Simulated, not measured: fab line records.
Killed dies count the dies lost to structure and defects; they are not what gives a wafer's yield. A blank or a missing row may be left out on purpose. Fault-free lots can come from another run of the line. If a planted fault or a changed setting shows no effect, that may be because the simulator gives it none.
Which tool did it? -- flow gf180mcu -- 39 wafers from 13 lots sampled at 5 of the route's 602 steps

## WHAT THE GAUGES READ, wafer by wafer
GF_NWELL_OVL_MEAS_07. Usual: NWELL_OVL typically reads -0.1 nm, with standard deviation 1.3.
lot,measured,on,NWELL_OVL (nm),flag
L356,day 3 17:34,overlay-01,-0.9 0.8 -0.8,
L357,day 3 23:29,overlay-02,-1.1 -0.2 -0.1,
L358,day 4 04:14,overlay-01,1.2 -0.5 1.6,
L360,day 4 16:10,overlay-01,-1.7 -2.7 -1.6,
L362,day 5 02:41,overlay-01,1.4 1.0 1.1,
L363,day 5 08:40,overlay-02,-0.5 -0.5 0.0,
L365,day 5 19:19,overlay-02,0.7 -1.0 1.4,
L366,day 5 23:04,overlay-02,1.6 -0.1 1.5,
L373,day 7 14:04,overlay-01,-1.1 1.4 2.1,
L374,day 8 02:02,overlay-01,-0.1 -0.5 0.7,
L375,day 8 02:22,overlay-01,-1.0 -1.2 0.1,
L376,day 8 10:34,overlay-01,0.9 0.7 0.0,
L377,day 8 16:07,overlay-01,0.3 0.7 0.0,

GF_HV_LDD_CD_MEAS_19: target cd 400 nm. Usual: cd nm 399.9 nm, standard deviation 2.5.
lot,measured,on,cd nm (nm),flag
L356,day 11 09:49,cd sem-01,399.7 400.1 401.7,
L357,day 11 12:44,cd sem-02,398.2 397.9 397.6,
L358,day 12 08:55,cd sem-02,402.4 401.9 400.9,
L360,day 12 23:25,cd sem-02,399.1 400.6 405.0,
L362,day 13 03:01,cd sem-01,401.9 399.1 396.9,
L363,day 13 21:40,cd sem-02,399.6 399.7 400.8,
L365,day 14 09:36,cd sem-02,394.0 395.4 395.6,
L366,day 14 12:14,cd sem-01,400.5 400.6 396.4,
L373,day 16 18:23,cd sem-01,400.9 403.0 403.0,
L374,day 17 10:23,cd sem-02,405.2 405.6 401.6,
L375,day 17 11:31,cd sem-02,400.9 399.7 401.5,
L376,day 17 21:58,cd sem-01,396.7 396.1 396.9,
L377,day 18 03:48,cd sem-02,402.9 405.4 402.5,

GF_HV_LDD_OVL_MEAS_20. Usual: HV_LDD_01_OVL typically reads -0.7 nm, with standard deviation 1.7.
lot,measured,on,HV_LDD_01_OVL (nm),flag
L356,day 11 09:56,overlay-02,0.2 2.1 0.2,
L357,day 11 12:49,overlay-02,-3.1 -2.0 -4.0,
L358,day 12 09:00,overlay-02,-1.4 1.0 -1.0,
L360,day 12 23:32,overlay-01,1.5 -0.4 0.0,
L362,day 13 03:07,overlay-01,-1.6 0.2 0.1,
L363,day 13 21:47,overlay-01,1.1 -0.6 0.5,
L365,day 14 09:41,overlay-02,-2.0 -4.0 -1.9,
L366,day 14 12:18,overlay-02,-3.0 -0.6 -1.7,
L373,day 16 18:29,overlay-02,-0.4 -0.6 -1.0,
L374,day 17 10:30,overlay-01,-1.5 0.2 -1.1,
L375,day 17 11:38,overlay-02,-2.0 -2.2 -2.8,
L376,day 17 22:05,overlay-01,0.3 -3.4 -2.3,
L377,day 18 03:54,overlay-02,-0.3 -3.1 0.2,

GF_HV_LDD_CD_MEAS_31: target cd 400 nm. Usual: cd nm 400.3 nm, standard deviation 2.
lot,measured,on,cd nm (nm),flag
L356,day 12 05:34,cd sem-01,400.3 399.2 399.9,
L357,day 12 08:13,cd sem-02,401.8 401.6 398.4,
L358,day 13 05:01,cd sem-01,402.1 400.5 398.4,
L360,day 13 20:04,cd sem-02,401.0 400.4 400.5,
L362,day 13 23:36,cd sem-01,399.3 400.7 404.2,
L363,day 14 18:29,cd sem-02,400.2 398.1 398.7,
L365,day 15 06:28,cd sem-01,401.8 401.3 400.4,
L366,day 15 09:20,cd sem-01,398.5 397.4 399.3,
L373,day 17 18:00,cd sem-02,398.0 397.9 398.9,
L374,day 18 10:01,cd sem-01,411.5 410.2 410.3 411.2 410.2 410.8,OFF
L375,day 18 11:24,cd sem-01,399.0 398.6 400.3,
L376,day 18 22:26,cd sem-01,402.9 399.5 401.0,
L377,day 19 03:46,cd sem-02,399.0 399.4 399.0,

## EACH LOT AND THE TOOL THAT RAN IT (in order: tool; ch and the chambers of the sampled wafers; start)
lot,GF_HV_LDD_DEVELOP_30
L356,"litho track-02 ch 0, day 12 05:25"
L357,"litho track-02 ch 0, day 12 08:05"
L358,"litho track-03 ch 0, day 13 04:53"
L360,"litho track-04 ch 0, day 13 19:55"
L362,"litho track-02 ch 0, day 13 23:28"
L363,"litho track-03 ch 0, day 14 18:20"
L365,"litho track-03 ch 0, day 15 06:20"
L366,"litho track-04 ch 0, day 15 09:11"
L373,"litho track-03 ch 0, day 17 17:51"
L374,"litho track-04 ch 0, day 18 09:52"
L375,"litho track-02 ch 0, day 18 11:15"
L376,"litho track-03 ch 0, day 18 22:17"
L377,"litho track-02 ch 0, day 19 03:38"
- GF_HV_LDD_DEVELOP_30: develop time 60 s.

## AS READ BY THE TOOLS THEMSELVES (means over the sampled wafers that have a number; for cases with no such wafer, the mark the record gives instead)
The record holds no such reading with a usual standard deviation.

## THE ANSWER, worked out from the rows above alone
Rule: take the mean of a lot's wafers that have a number; if it is more than 3 standard deviations from the usual mean, the lot is off. A lot without any number at a reading at which 4 lots or more have one is off too. The other lots that the step has rows for count as sound. The gauges are gone through in route order, then the tools' own readings, and for those a lot's mean is taken as printed above. At the first step where some lot is off, the reading lying furthest off is the one used; lots without a number count as furthest.
Off at GF_HV_LDD_CD_MEAS_31 (cd nm): L374.
A tool fits if, at a process step before that reading, it ran every lot that is off, and no sound lot after the first of them. Those tools and the gauges at GF_HV_LDD_CD_MEAS_31 are tried in the same way. One fits: litho track-04 at GF_HV_LDD_DEVELOP_30. A fault onset in the window from L366 (day 15 09:11, its last sound lot) to L374 (day 18 09:52, its first lot off) fits.

## WHAT THE SIMULATOR HAD PUT IN
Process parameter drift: litho track-04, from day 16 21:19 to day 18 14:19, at GF_HV_LDD_DEVELOP_30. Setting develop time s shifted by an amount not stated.
Struck lots among those shown: L374. This agrees with what the rule above found.
